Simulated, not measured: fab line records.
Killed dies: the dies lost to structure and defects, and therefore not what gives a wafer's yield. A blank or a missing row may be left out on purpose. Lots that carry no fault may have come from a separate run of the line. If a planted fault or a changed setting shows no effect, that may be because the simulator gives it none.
Check of tool commonality | flow sky130 | Lots sampled 12, wafers sampled 36

## WHAT PROMPTED THE OPENING
At SKY_SONOS_ONO_THK_MEAS_01 the reading SONOS_ONO_OXIDATION_THK is flagged on 3 of 12 lots. Fault-free wafers read 2.59 nm, with a standard deviation of 0.061.
Rule: flag the lot when none of its wafers has a number, or when each of its wafers that has one lies beyond 4 standard deviations from that mean. The rest of the lots are taken to be sound.

lot  | measured     | on           | SONOS_ONO_OXIDATION_THK (nm), wafer by wafer | flag
L308 | day 11 19:19 | filmMetro-01 | 2.50 2.55 2.58                               | 
L309 | day 12 03:53 | filmMetro-02 | 2.59 2.61 2.58                               | 
L310 | day 12 15:17 | filmMetro-04 | 2.65 2.62 2.58                               | 
L312 | day 13 01:12 | filmMetro-01 | 2.49 2.60 2.49                               | 
L313 | day 13 06:18 | filmMetro-01 | 2.54 2.54 2.56                               | 
L314 | day 13 13:46 | filmMetro-01 | 2.61 2.51 2.56                               | 
L315 | day 13 19:59 | filmMetro-04 | 2.56 2.54 2.58                               | 
L317 | day 14 17:49 | filmMetro-02 | 2.62 2.59 2.56                               | 
L322 | day 16 09:45 | filmMetro-02 | 1.99 1.92 2.00                               | FLAGGED
L325 | day 17 03:49 | filmMetro-01 | 1.99 2.03 2.03                               | FLAGGED
L326 | day 17 15:29 | filmMetro-04 | 2.01 1.96 2.06                               | FLAGGED
L327 | day 18 06:04 | filmMetro-02 | 2.53 2.51 2.59                               | 
Average over the flagged lots: 2.00 nm; offset from the usual -0.59 nm, equal to -10 standard deviations.

## WHICH TOOL EACH LOT WENT THROUGH
The record holds 1 process step before the reading, out of a route of 708 steps. Read each cell as the tool, then ch plus the chambers that the sampled wafers visited, then the start.
lot  | flag    | SKY_SONOS_ONO_OXIDATION_00
L308 |         | furnace-02 ch 0, day 11 17:58
L309 |         | furnace-02 ch 0, day 12 02:32
L310 |         | furnace-02 ch 0, day 12 13:57
L312 |         | furnace-02 ch 0, day 12 23:50
L313 |         | furnace-02 ch 0, day 13 04:56
L314 |         | furnace-01 ch 0, day 13 12:25
L315 |         | furnace-01 ch 0, day 13 18:38
L317 |         | furnace-02 ch 0, day 14 16:28
L322 | FLAGGED | furnace-02 ch 0, day 16 08:25
L325 | FLAGGED | furnace-02 ch 0, day 17 02:28
L326 | FLAGGED | furnace-02 ch 0, day 17 14:07
L327 |         | furnace-01 ch 0, day 18 04:42
What the steps here do:
- SKY_SONOS_ONO_OXIDATION_00: stabilise 600 s, purge 300 s, target thk 2.6 nm.
- SKY_SONOS_ONO_THK_MEAS_01

## FLAGGED AGAINST TOTAL, ONE TOOL AT A TIME (gauges that did the reading follow at the end)
step                       | tool         | lots run | flagged | share of the flagged lots | sound lots run after its first flagged lot
SKY_SONOS_ONO_OXIDATION_00 | furnace-01   | 3        | 0       | none                      | -
SKY_SONOS_ONO_OXIDATION_00 | furnace-02   | 9        | 3       | all                       | 0
SKY_SONOS_ONO_THK_MEAS_01  | filmMetro-01 | 5        | 1       | some                      | 0
SKY_SONOS_ONO_THK_MEAS_01  | filmMetro-02 | 4        | 1       | some                      | 1 (L327)
SKY_SONOS_ONO_THK_MEAS_01  | filmMetro-04 | 3        | 1       | some                      | 0

## WHAT IS ALLOWED BY THE TABLE
1 row of the table ran every flagged lot: furnace-02 at SKY_SONOS_ONO_OXIDATION_00.
- furnace-02 at SKY_SONOS_ONO_OXIDATION_00 ran 9 lots, 3 of them flagged. A fault beginning between L317 (day 14 16:28), its last sound lot, and L322 (day 16 08:25), its first flagged one, fits the data. Its own readings (spikeTcBottomC, spikeTcCentreC, spikeTcLowerC, spikeTcTopC, spikeTcUpperC, tubeCenterTempC, tube_center_temp_C_max) fall more than 4 standard deviations out on all wafers of the flagged lots.
Left over: one tool, furnace-02 at SKY_SONOS_ONO_OXIDATION_00.

## WHAT WAS PUT IN BY THE SIMULATOR
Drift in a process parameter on furnace-02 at SKY_SONOS_ONO_OXIDATION_00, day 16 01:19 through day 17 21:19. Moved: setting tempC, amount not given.
Struck lots among those shown: L322, L325, L326. Same finding as the rule above.
